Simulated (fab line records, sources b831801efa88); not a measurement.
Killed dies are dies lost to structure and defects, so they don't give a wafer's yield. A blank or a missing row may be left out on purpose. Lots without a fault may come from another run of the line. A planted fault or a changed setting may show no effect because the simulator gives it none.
One fault seen from 2 desks | flow gf180mcu | each desk has only its own numbers; what lay behind them comes last

THE METROLOGY DESK
What the gauges read, lot by lot, whatever tool the lot ran on: means of the sampled wafers that have a number. A lot is out of limits, marked OUT, if its mean lies more than 4 standard deviations from the usual mean; the brackets give that distance.
Columns: A = cd_nm at GF_V3_CD_MEAS_14, usual 260.1 nm; B = V3_OVL at GF_V3_OVL_MEAS_15, usual 0 nm
lot  | first seen here | A     | B
L313 | day 23 16:43    | 260.4 | -6
L314 | day 23 19:04    | 259.6 | 1
L322 | day 26 12:17    | 260.6 | -2
L328 | day 28 07:46    | 258.2 | -2
L329 | day 28 15:47    | 260.1 | -2
L332 | day 29 12:08    | 258.6 | 4
This desk's finding: nothing out of limits on any of the 6 lots.

THE TOOL OWNER'S DESK: pvd_sputter-04
The tool's own readings at GF_V3_SPUTTER_21 (material Ti, target thk 15 nm, time 80.02 s): means of the sampled wafers that have a number, for each lot that ran on this tool. A lot is out of limits, marked OUT, if its mean lies more than 4 standard deviations from the usual mean; the brackets give that distance.
Columns: A = throttle_valve_pct at GF_V3_SPUTTER_21, usual 30.4 %
lot  | first seen here | A
L313 | day 23 17:32    | 31.0
L314 | day 23 19:53    | 30.7
L332 | day 29 12:59    | 30.8
This desk's finding: nothing out of limits on any of the 3 lots.

PUT TOGETHER
The metrology desk saw nothing out of limits.
The tool owner's desk saw nothing out of limits.

WHAT THE SIMULATOR HAD PUT IN
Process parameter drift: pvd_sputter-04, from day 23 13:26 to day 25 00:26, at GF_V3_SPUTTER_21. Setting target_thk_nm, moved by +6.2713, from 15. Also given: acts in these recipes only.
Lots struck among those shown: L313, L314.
